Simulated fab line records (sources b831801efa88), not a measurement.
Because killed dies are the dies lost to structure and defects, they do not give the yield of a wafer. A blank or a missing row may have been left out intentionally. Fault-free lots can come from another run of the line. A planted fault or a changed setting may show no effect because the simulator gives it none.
fab line records	flow sky130
record lots=12	wafers=36	last_day=50
route steps=708 shown VIA1@473 METAL2@485 PAD_OPEN@708
lots that met no fault: from a run of the same line without faults
start_h: hours from the record's opening day to when the first of the lot's shown wafers began	wait_h: hours elapsed since this lot's preceding step	" unchanged from the row above	L1.1+2: one row covering several wafers at once	- no value, or no start given	* or withheld: withheld	< > ~ a bound
route shown NAME@n: NAME is a module with steps in the file, n the number in the route of the first one	usual: average and standard deviation across the fault-free wafers	same: alike in all rows	chamber/n: place in a boat	sites: the reading at each site	_std_site: the values' standard deviation	_edge_site: inner sites' mean taken away from outer sites' mean	radius_mm: for every site, how far away it sits from the centre of the wafer	mask NAME#n: copy n	behind: the tool/chamber that last shaped the wafer	hold: what put the lot on hold/how long, in hours/how the hold closed	device: whichever transistor did not switch (one of n, p or np)	end of line: tests run on the same wafers once the route is complete	a step without rows: its recipe alone	killed: count of dies lost to structure and defects at first sort (not the wafer's yield)	map: per-die view of a wafer (x killed, . not killed, _ where there is no die)
set.NAME: the run value of the setting; set.NAME@STEP: its run value at that earlier step	model.NAME: the simulator's own value behind a step, which no gauge read
steps of the route over a sample of lots; a table a step, a row a wafer
services: the hour from which a tool's chamber was out of use, counted from the record's first day as start_h (under 0 if before that day), plus the number of hours and why
## steps
# step SKY_VIA1_ETCH_15
# recipe target=SiO2	chemistry=C4F8/O2/Ar	target_depth_nm=351	stop_on=TiN	mask_material=KrF-thick	source_w=1500	bias_w=1200	pressure_mtorr=40	c4f8_flow_sccm=withheld	O2_flow_sccm=6	Ar_flow_sccm=300	time_s=54
# usual oes_product_au=0.982/0.0061
lot.wafer	tool	chamber	start_h	wait_h	oes_product_au	rf_hours_counter_h
L665.2	rie_diel-02	0	797.77	0.0	0.977	3
L665.5	"	0	"	"	0.974	-
L665.6	"	3	"	"	0.983	-
L666.2	rie_diel-03	1	798.12	0.0	0.972	3
L666.4	"	1	"	"	0.977	-
L666.5	"	3	"	"	0.984	-
L667.2	rie_diel-02	3	812.17	0.0	0.986	15
L667.4	"	2	"	"	0.979	16
L667.6	"	3	"	"	0.973	-
L669.3	rie_diel-01	0	849.00	0.0	0.981	14
L669.4	"	1	"	"	0.976	18
L669.5	"	3	"	"	0.979	-
L668.1	rie_diel-01	1	850.62	0.0	0.983	18
L668.5	"	0	"	"	0.984	-
L668.6	"	1	"	"	0.977	-
L671.2	rie_diel-01	0	855.54	0.0	0.978	14
L671.3	"	1	"	"	0.979	18
L671.5	"	2	"	"	0.978	-
L673.1	rie_diel-01	0	861.80	0.0	0.985	14
L673.5	"	0	"	"	0.989	-
L673.6	"	3	"	"	0.968	-
L674.1	rie_diel-01	2	865.52	0.0	0.985	17
L674.2	"	1	"	"	0.987	18
L674.5	"	1	"	"	0.994	-
L678.1	rie_diel-03	3	896.82	0.0	0.972	10
L678.2	"	0	"	"	0.977	16
L678.3	"	2	"	"	0.979	3
L684.1	rie_diel-01	2	941.05	0.0	0.987	19
L684.2	"	1	"	"	0.988	20
L684.6	"	0	"	"	0.986	-
L683.3	rie_diel-02	2	941.98	0.0	0.994	20
L683.5	"	2	"	"	0.975	-
L683.6	"	3	"	"	0.984	-
L686.1	rie_diel-02	3	960.70	0.0	0.986	19
L686.2	"	2	"	"	0.982	20
L686.5	"	2	"	"	0.993	-
# step SKY_VIA1_CMP_24
# recipe stop_on=SiO2	t_overpolish_s=15	down_force_psi=3.5	platen_rpm=60	target_thk_nm=0	pad_velocity_m_s=0.94248
# usual head_pressure_psi=3.500/0.0085	motor_current_A=11.1/1.3	overpolish_run_s=15.000/0.0094	time_to_endpoint_s=68/3.9
lot.wafer	tool	chamber	start_h	wait_h	head_pressure_psi	motor_current_A	overpolish_run_s	time_to_endpoint_s
L665.2	cmp-02	2	798.85	0.1	3.509	11.5	14.999	71
L665.5	"	0	"	"	3.500	11.1	14.998	70
L665.6	"	1	"	"	3.495	11.2	15.011	68
L666.4	cmp-02	1	799.15	0.1	3.494	10.8	14.998	65
L666.2	"	3	"	"	3.494	9.4	14.988	61
L666.5	"	1	"	"	3.498	9.8	14.990	68
L667.2	cmp-02	3	813.25	0.1	3.511	8.2	14.982	68
L667.4	"	0	"	"	3.507	11.4	14.987	73
L667.6	"	1	"	"	3.501	10.6	15.010	75
L669.4	cmp-01	1	850.18	0.1	3.515	12.5	15.004	69
L669.3	"	2	"	"	3.502	10.9	14.996	71
L669.5	"	3	"	"	3.494	10.4	15.020	67
L668.1	cmp-01	1	851.71	0.1	3.501	12.6	14.999	69
L668.6	"	3	"	"	3.504	10.2	15.003	64
L668.5	"	0	"	"	3.489	12.7	15.000	65
L671.3	cmp-02	1	856.60	0.1	3.499	10.7	15.005	70
L671.2	"	3	"	"	3.498	8.5	15.012	64
L671.5	"	0	"	"	3.496	11.8	14.993	72
L673.1	cmp-01	2	862.78	0.1	3.499	11.3	15.004	68
L673.6	"	2	"	"	3.514	11.1	14.986	68
L673.5	"	3	"	"	3.507	10.5	15.015	65
L674.1	cmp-02	2	866.60	0.1	3.516	12.2	14.994	75
L674.2	"	3	"	"	3.499	8.1	15.003	65
L674.5	"	1	"	"	3.499	10.2	14.990	74
L678.1	cmp-01	3	897.85	0.1	3.491	11.0	14.996	61
L678.3	"	0	"	"	3.493	12.8	15.010	65
L678.2	"	1	"	"	3.491	12.4	15.005	67
L684.1	cmp-02	2	942.07	0.1	3.513	11.6	0.037	105
L684.2	"	3	"	"	3.496	8.4	0.043	104
L684.6	"	2	"	"	3.504	11.9	0.045	106
L683.3	cmp-02	2	943.05	0.1	3.504	12.0	0.035	103
L683.6	"	0	"	"	3.514	11.1	0.043	102
L683.5	"	1	"	"	3.490	10.9	0.042	105
L686.2	cmp-01	2	961.77	0.1	3.487	10.7	14.989	66
L686.1	"	3	"	"	3.509	10.1	15.006	64
L686.5	"	1	"	"	3.508	12.3	14.989	67
# step SKY_METAL2_SPUTTER_02
# recipe material=AlCu	target_thk_nm=250	power_w=10600	time_s=13.3	chamber_pressure_pa=0.4
# usual throttle_valve_pct=29.4/1
lot.wafer	tool	chamber	start_h	wait_h	throttle_valve_pct
L665.2	pvd_sputter-04	-	799.09	0.0	30.0
L665.5	"	-	"	"	30.0
L665.6	"	-	"	"	30.9
L666.2	pvd_sputter-01	-	799.44	0.0	27.8
L666.4	"	-	"	"	29.8
L666.5	"	-	"	"	30.0
L667.2	pvd_sputter-01	-	813.50	0.0	27.8
L667.4	"	-	"	"	29.7
L667.6	"	-	"	"	29.6
L669.3	pvd_sputter-03	-	850.43	0.0	30.7
L669.4	"	-	"	"	30.6
L669.5	"	-	"	"	29.1
L668.1	pvd_sputter-04	-	851.96	0.0	30.9
L668.5	"	-	"	"	30.0
L668.6	"	-	"	"	30.2
L671.2	pvd_sputter-01	-	856.90	0.0	27.8
L671.3	"	-	"	"	30.1
L671.5	"	-	"	"	30.2
L673.1	pvd_sputter-01	-	863.12	0.0	30.1
L673.5	"	-	"	"	30.0
L673.6	"	-	"	"	27.6
L674.1	pvd_sputter-03	-	866.84	0.0	28.7
L674.2	"	-	"	"	28.3
L674.5	"	-	"	"	28.1
L678.1	pvd_sputter-03	-	898.15	0.0	30.9
L678.2	"	-	"	"	27.9
L678.3	"	-	"	"	28.3
L686.1	pvd_sputter-03	-	962.02	0.0	28.5
L686.2	"	-	"	"	27.9
L686.5	"	-	"	"	28.3
# step SKY_METAL2_SPUTTER_03
# recipe material=Ti	target_thk_nm=5	power_w=3000	time_s=3.3	chamber_pressure_pa=0.4
# usual throttle_valve_pct=29.4/1
lot.wafer	tool	chamber	start_h	wait_h	throttle_valve_pct
L665.2	pvd_sputter-04	-	799.12	0.0	30.2
L665.5	"	-	"	"	30.1
L665.6	"	-	"	"	30.9
L666.2	pvd_sputter-01	-	799.47	0.0	28.1
L666.4	"	-	"	"	29.9
L666.5	"	-	"	"	30.2
L667.2	pvd_sputter-01	-	813.53	0.0	27.7
L667.4	"	-	"	"	30.1
L667.6	"	-	"	"	29.8
L669.3	pvd_sputter-03	-	850.45	0.0	30.9
L669.4	"	-	"	"	30.7
L669.5	"	-	"	"	28.9
L668.1	pvd_sputter-04	-	851.98	0.0	30.8
L668.5	"	-	"	"	30.2
L668.6	"	-	"	"	30.1
L671.2	pvd_sputter-01	-	856.92	0.0	28.1
L671.3	"	-	"	"	30.1
L671.5	"	-	"	"	30.4
L673.1	pvd_sputter-01	-	863.15	0.0	29.8
L673.5	"	-	"	"	30.1
L673.6	"	-	"	"	28.0
L674.1	pvd_sputter-03	-	866.87	0.0	28.8
L674.2	"	-	"	"	28.3
L674.5	"	-	"	"	28.5
L678.1	pvd_sputter-03	-	898.17	0.0	30.7
L678.2	"	-	"	"	28.1
L678.3	"	-	"	"	28.5
L686.1	pvd_sputter-03	-	962.04	0.0	28.2
L686.2	"	-	"	"	27.9
L686.5	"	-	"	"	28.5
# step SKY_PAD_OPEN_PROBE_99
# usual defect_limited_yield=82.9/2	killed_at_M0_to_M3=42/7.4	killed_at_M4_up=3.3/2.1	killed_at_contacts=24/5.3	killed_at_front_end=15/4.5	killed_at_other=0.3/0.57	killed_dies=84/10	killed_on_rim=17/3.8	killed_open=46/7.5	killed_short=38/6.4	sort_bin_3_pad_short=0.9/0.44	sort_bin_5_function=10.2/1.5	sort_bin_6_memory=6.0/1.1	sort_n_pass=408/10	sort_yield_pct=82.9/2
# same gross_dies=492	killed_at_back_side=0	sort_bin_4_leakage[%]=0	sort_bin_8_speed[%]=0
lot.wafer	tool	chamber	start_h	wait_h	defect_limited_yield[%]	killed_at_M0_to_M3	killed_at_M4_up	killed_at_contacts	killed_at_front_end	killed_at_other	killed_dies	killed_on_rim	killed_open	killed_short	sort_bin_3_pad_short[%]	sort_bin_5_function[%]	sort_bin_6_memory[%]	sort_n_pass	sort_yield_pct[%]
L668.1	prober-02	-	1119.09	0.1	83.5	27	1	28	24	1	81	18	40	40	0.8	10.4	5.3	411	83.5
L668.5	prober-02	-	1119.29	0.2	85.8	34	5	14	15	2	70	14	37	31	0.6	8.9	4.7	422	85.8
L668.6	prober-02	-	1119.34	0.2	81.3	46	3	27	15	1	92	19	48	44	1.4	10.8	6.5	400	81.3
L671.2	prober-01	-	1123.70	0.1	79.7	50	5	28	17	0	100	18	55	45	0.6	11.8	7.9	392	79.7
L671.3	prober-01	-	1123.75	0.2	82.7	40	4	26	15	0	85	15	51	34	1.4	10.2	5.7	407	82.7
L671.5	prober-01	-	1123.85	0.2	80.7	57	3	19	16	0	95	19	51	44	1.2	12.0	6.1	397	80.7
L673.1	prober-02	-	1126.90	0.1	81.5	50	4	18	19	0	91	19	46	45	1.8	12.4	4.3	401	81.5
L673.5	prober-02	-	1127.10	0.2	83.1	46	0	18	19	0	83	14	53	30	0.8	11.2	4.9	409	83.1
L673.6	prober-02	-	1127.15	0.2	82.5	37	3	22	24	0	86	21	55	31	0.4	10.4	6.7	406	82.5
L674.1	prober-02	-	1131.47	0.1	83.3	33	6	29	14	0	82	21	42	40	0.4	11.2	5.1	410	83.3
L674.2	prober-02	-	1131.52	0.1	83.3	39	3	32	7	1	82	24	43	39	1.2	8.5	6.9	410	83.3
L674.5	prober-02	-	1131.67	0.2	84.3	33	3	27	14	0	77	12	47	30	0.6	8.3	6.7	415	84.3
L678.1	prober-01	-	1155.06	0.1	79.5	60	3	27	11	0	101	17	64	36	1.2	10.8	8.5	391	79.5
L678.2	prober-01	-	1155.11	0.1	82.1	52	2	19	15	0	88	14	39	49	1.4	9.8	6.7	404	82.1
L678.3	prober-01	-	1155.16	0.2	85.2	33	3	26	10	1	73	16	40	33	1.0	8.5	5.3	419	85.2
L684.1	prober-01	-	1183.78	0.1	0	457	2	22	11	0	492	96	35	41	86.6	7.7	5.7	0	0
L684.2	prober-01	-	1183.83	0.1	0	444	3	31	12	2	492	96	49	50	81.5	11.6	6.9	0	0
L684.6	prober-01	-	1184.03	0.2	0	450	3	23	16	0	492	96	38	43	83.9	8.9	7.1	0	0
L683.3	prober-01	-	1185.76	0.2	0	453	1	23	15	0	492	96	49	40	83.7	9.1	7.1	0	0
L683.5	prober-01	-	1185.86	0.2	0	457	2	15	18	0	492	96	32	37	86.8	8.1	5.1	0	0
L683.6	prober-01	-	1185.91	0.2	0	454	3	18	17	0	492	96	43	32	85.8	8.5	5.7	0	0
# killed by level:class
L668.1 FIELD_ISO:geometric_particle:open=9 LI_CONTACT:geometric_particle:open=8 FIELD_ISO:geometric_particle:short=7 CONTACT:geometric_particle:open=7 VIA2:geometric_particle:open=7 CONTACT:geometric_particle:short=6 POLY_GATE:geometric_particle:short=5 LI_CONTACT:geometric_particle:short=4
L668.5 LI_CONTACT:geometric_particle:open=9 METAL1:geometric_particle:short=8 VIA1:geometric_particle:open=8 METAL4:geometric_particle:short=4 VIA3:geometric_particle:short=4 VIA2:geometric_particle:open=4 FIELD_ISO:geometric_particle:open=3 POLY_GATE:geometric_particle:short=3
L668.6 CONTACT:geometric_particle:open=13 VIA1:geometric_particle:open=8 METAL1:geometric_particle:short=7 METAL2:geometric_particle:short=6 LI_CONTACT:geometric_particle:open=5 VIA3:geometric_particle:short=5 LOCAL_INTERCONNECT:geometric_particle:short=4 VIA1:geometric_particle:short=4
L671.2 VIA1:geometric_particle:open=16 METAL2:geometric_particle:short=10 CONTACT:geometric_particle:open=10 LI_CONTACT:geometric_particle:open=9 METAL1:geometric_particle:short=5 METAL4:geometric_particle:short=5 POLY_GATE:geometric_particle:open=4 POLY_GATE:geometric_particle:short=4
L671.3 VIA2:geometric_particle:open=9 CONTACT:geometric_particle:open=8 LI_CONTACT:geometric_particle:open=6 VIA3:geometric_particle:open=6 METAL1:geometric_particle:short=6 FIELD_ISO:geometric_particle:open=5 CONTACT:geometric_particle:short=4 LOCAL_INTERCONNECT:geometric_particle:short=4
L671.5 VIA1:geometric_particle:open=14 VIA2:geometric_particle:open=12 CONTACT:geometric_particle:open=7 VIA3:geometric_particle:open=6 FIELD_ISO:geometric_particle:open=5 LOCAL_INTERCONNECT:geometric_particle:short=5 METAL3:geometric_particle:short=5 VIA1:geometric_particle:short=4
L673.1 VIA1:geometric_particle:open=12 METAL2:geometric_particle:short=8 VIA3:geometric_particle:open=8 VIA2:geometric_particle:open=7 FIELD_ISO:geometric_particle:short=6 LI_CONTACT:geometric_particle:open=6 VIA3:geometric_particle:short=5 FIELD_ISO:geometric_particle:open=4
L673.5 VIA1:geometric_particle:open=10 LI_CONTACT:geometric_particle:open=9 VIA3:geometric_particle:open=9 VIA2:geometric_particle:open=7 FIELD_ISO:geometric_particle:open=5 FIELD_ISO:geometric_particle:short=4 POLY_GATE:geometric_particle:open=4 VIA1:geometric_particle:short=4
L673.6 VIA2:geometric_particle:open=10 LI_CONTACT:geometric_particle:open=9 VIA1:geometric_particle:open=8 FIELD_ISO:geometric_particle:open=6 SPACER:geometric_particle:open=5 CONTACT:geometric_particle:open=5 FIELD_ISO:geometric_particle:short=4 POLY_GATE:geometric_particle:open=4
L674.1 VIA1:geometric_particle:open=11 LI_CONTACT:geometric_particle:open=9 CONTACT:geometric_particle:open=9 FIELD_ISO:geometric_particle:short=6 VIA1:geometric_particle:short=6 METAL4:geometric_particle:short=5 CONTACT:geometric_particle:short=4 METAL2:geometric_particle:short=4
L674.2 CONTACT:geometric_particle:open=14 VIA1:geometric_particle:open=10 VIA1:geometric_particle:short=7 CONTACT:geometric_particle:short=6 VIA3:geometric_particle:open=6 LOCAL_INTERCONNECT:geometric_particle:short=5 LI_CONTACT:geometric_particle:open=4 METAL2:geometric_particle:short=4
L674.5 CONTACT:geometric_particle:open=13 LI_CONTACT:geometric_particle:open=6 VIA2:geometric_particle:open=5 VIA1:geometric_particle:open=5 FIELD_ISO:geometric_particle:open=4 METAL2:geometric_particle:open=4 METAL2:geometric_particle:short=4 POLY_GATE:geometric_particle:short=3
L678.1 VIA3:geometric_particle:open=15 VIA1:geometric_particle:open=13 CONTACT:geometric_particle:open=9 METAL2:geometric_particle:short=8 LI_CONTACT:geometric_particle:open=7 METAL1:geometric_particle:short=7 VIA2:geometric_particle:open=5 FIELD_ISO:geometric_particle:short=4
L678.2 LI_CONTACT:geometric_particle:open=8 METAL1:geometric_particle:short=8 VIA2:geometric_particle:short=7 VIA3:geometric_particle:open=6 VIA1:geometric_particle:open=6 METAL2:geometric_particle:short=6 FIELD_ISO:geometric_particle:short=5 VIA1:geometric_particle:short=5
L678.3 LI_CONTACT:geometric_particle:open=10 CONTACT:geometric_particle:open=8 VIA1:geometric_particle:open=6 METAL2:geometric_particle:short=6 LOCAL_INTERCONNECT:geometric_particle:short=5 VIA3:geometric_particle:open=5 VIA1:geometric_particle:short=4 FIELD_ISO:geometric_particle:short=3
L684.1 VIA1:area_cmp=416 CONTACT:geometric_particle:open=9 METAL2:geometric_particle:short=7 CONTACT:geometric_particle:short=6 VIA1:geometric_particle:open=6 VIA3:geometric_particle:open=6 METAL3:geometric_particle:short=6 FIELD_ISO:geometric_particle:short=5
L684.2 VIA1:area_cmp=393 CONTACT:geometric_particle:open=11 VIA3:geometric_particle:open=9 VIA1:geometric_particle:open=8 METAL3:geometric_particle:short=8 LI_CONTACT:geometric_particle:open=7 LOCAL_INTERCONNECT:geometric_particle:short=6 POLY_GATE:geometric_particle:short=5
L684.6 VIA1:area_cmp=411 LI_CONTACT:geometric_particle:open=7 FIELD_ISO:geometric_particle:open=6 METAL3:geometric_particle:short=6 VIA1:geometric_particle:open=6 CONTACT:geometric_particle:open=5 CONTACT:geometric_particle:short=5 VIA1:geometric_particle:short=5
L683.3 VIA1:area_cmp=403 VIA1:geometric_particle:open=14 VIA2:geometric_particle:open=7 FIELD_ISO:geometric_particle:open=6 LI_CONTACT:geometric_particle:open=6 CONTACT:geometric_particle:open=6 METAL1:geometric_particle:short=6 VIA2:geometric_particle:short=6
L683.5 VIA1:area_cmp=423 VIA1:geometric_particle:short=8 VIA1:geometric_particle:open=6 FIELD_ISO:geometric_particle:short=5 VIA3:geometric_particle:open=4 POLY_GATE:geometric_particle:short=4 CONTACT:geometric_particle:open=4 VIA2:geometric_particle:open=4
L683.6 VIA1:area_cmp=417 VIA1:geometric_particle:open=12 CONTACT:geometric_particle:open=7 METAL3:geometric_particle:short=5 POLY_GATE:geometric_particle:open=5 VIA2:geometric_particle:open=5 LI_CONTACT:geometric_particle:open=4 METAL1:geometric_particle:short=4
## services
tool	chamber	start_h	hours	kind
rie_diel-02	-	777.81	2.4	repair
pvd_sputter-01	-	784.47	0.7	repair
rie_diel-02	3	786.76	9.6	repair
pvd_sputter-03	-	788.87	10.8	repair
cmp-01	-	795.94	4.1	pm
cmp-02	-	804.61	3.9	pm
cmp-01	-	810.89	1.0	repair
rie_diel-02	2	832.73	5.6	repair
rie_diel-02	0	843.86	6.9	repair
pvd_sputter-01	-	857.15	2.5	repair
cmp-01	-	858.53	0.3	repair
cmp-02	-	862.50	1.3	repair
pvd_sputter-01	-	868.29	0.9	repair
rie_diel-01	3	868.54	1.3	repair
cmp-01	-	884.17	4.1	pm
cmp-01	-	889.37	1.1	repair
pvd_sputter-03	-	891.56	6.3	repair
cmp-02	-	896.35	2.2	repair
rie_diel-01	-	901.37	0.5	repair
rie_diel-01	0	901.42	11.7	repair
cmp-02	-	912.54	0.9	repair
cmp-01	-	916.76	4.0	pm
rie_diel-01	0	945.56	3.9	repair
pvd_sputter-01	-	945.79	17.2	repair
## key
first_sign step=SKY_VIA1_CMP_24	reading=overpolish_run_s	direction=down	sigmas=99+	usual=15.000	struck=0.041
effect step=SKY_VIA1_CMP_24	reading=time_to_endpoint_s	direction=up	sigmas=9.2	usual=*	struck=*
effect step=SKY_PAD_OPEN_PROBE_99	reading=sort_bin_3_pad_short	direction=up	sigmas=99+	usual=0.9	struck=84.7
more_kills_born_at SKY_VIA1_CMP_24@cmp-02=2463
met_at SKY_VIA1_CMP_24
struck_lots L683,L684
later_rows_left_out L683.3,L683.5,L683.6,L684.1,L684.2,L684.6
not_acting_at SKY_VIA1_ETCH_15,SKY_METAL2_SPUTTER_02,SKY_METAL2_SPUTTER_03
onset_between 866.60 942.07
fault kind=process_parameter_drift	tool=cmp-02	chamber=-	onset_h=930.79	steps=SKY_VIA1_CMP_24	channel=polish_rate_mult	offset=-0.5	shape=step	end_h=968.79
# later_rows_left_out: the simulator's readings of these wafers behind a module that went badly wrong aren't trusted and aren't shown, but for the sort
